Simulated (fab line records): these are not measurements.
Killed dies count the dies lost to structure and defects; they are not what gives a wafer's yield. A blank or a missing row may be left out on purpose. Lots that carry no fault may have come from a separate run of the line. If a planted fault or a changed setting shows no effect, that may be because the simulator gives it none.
What tool caused it? ; flow gf180mcu ; 13 lots, 39 wafers sampled, at 2 steps of a route of 602

WHAT THE GAUGES READ, wafer by wafer
GF_V5_RS_MEAS_24: measurement is done with a four-point probe. Usual: V5_W_RS gives 0.326 ohm/sq (standard deviation 0.0032).
lot;measured;on;V5_W_RS (ohm/sq);flag
L942;day 27 14:26;filmMetro-01;0.318 0.321 0.326;
L943;day 27 20:29;filmMetro-03;0.323 0.325 0.321;
L944;day 28 02:55;filmMetro-03;0.322 0.324 0.322;
L946;day 28 22:18;filmMetro-02;0.327 0.327 0.328;
L947;day 29 00:36;filmMetro-03;0.326 0.322 0.325;
L949;day 29 17:53;filmMetro-01;0.331 0.331 0.336;
L950;day 30 02:07;filmMetro-02;0.325 0.322 0.325;
L951;day 30 08:58;filmMetro-03;0.324 0.324 0.322;
L953;day 30 21:25;filmMetro-01;0.328 0.330 0.327;
L954;day 31 09:26;filmMetro-01;0.327 0.327 0.328;
L960;day 32 20:08;filmMetro-02;0.331 0.333 0.333;
L963;day 33 08:04;filmMetro-02;0.327 0.328 0.327;
L964;day 33 11:27;filmMetro-02;0.330 0.326 0.325;

EACH LOT AND THE TOOL THAT RAN IT (in order: tool; ch and the chambers of the sampled wafers; start)
lot;GF_V2_CVD_02
L942;pecvd-03 ch 1,2, day 19 14:55
L943;pecvd-01 ch 1,2, day 19 23:10
L944;pecvd-03 ch 0,1, day 20 05:44
L946;pecvd-04 ch 0,1, day 21 07:29
L947;pecvd-01 ch 0,1,2, day 21 09:43
L949;pecvd-01 ch 0,1, day 22 05:22
L950;pecvd-01 ch 1,2, day 22 15:37
L951;pecvd-01 ch 1,2, day 23 00:59
L953;pecvd-04 ch 0,1,2, day 23 14:38
L954;pecvd-01 ch 0,1,2, day 24 07:44
L960;pecvd-04 ch 0,1,2, day 26 03:35
L963;pecvd-04 ch 0,1,2, day 26 19:07
L964;pecvd-03 ch 1,2, day 27 02:04
- GF_V2_CVD_02: deposits SiO2 from TEOS, target thk 850 nm, time 94.851 s.

WHAT THE TOOLS THEMSELVES READ (means of the sampled wafers that have a number; where no wafer has one, the mark that the record gives instead)
GF_V2_CVD_02. Usual: heaterPowerW at 704 W, with a standard deviation of 98.
lot;tool;heaterPowerW (W);flag
L942;pecvd-03;627;
L943;pecvd-01;865;
L944;pecvd-03;722;
L946;pecvd-04;722;
L947;pecvd-01;774;
L949;pecvd-01;724;
L950;pecvd-01;771;
L951;pecvd-01;710;
L953;pecvd-04;700;
L954;pecvd-01;758;
L960;pecvd-04;652;
L963;pecvd-04;736;
L964;pecvd-03;685;

THE ANSWER, worked out from the rows above alone
Rule: a lot counts as off when the mean over its wafers that have a number is more than 3 standard deviations away from the usual mean. A lot without any number at a reading at which 4 lots or more have one is off too. The other lots that the step has rows for count as sound. First the gauges in route order, then the tools' own readings, where a lot's mean is used as printed above. The first step at which some lot is off is used, and at that step the reading that is off furthest; a lot without a number counts as furthest.
Nothing can be told from this: no lot is off at any reading shown.

WHAT THE SIMULATOR HAD INSERTED
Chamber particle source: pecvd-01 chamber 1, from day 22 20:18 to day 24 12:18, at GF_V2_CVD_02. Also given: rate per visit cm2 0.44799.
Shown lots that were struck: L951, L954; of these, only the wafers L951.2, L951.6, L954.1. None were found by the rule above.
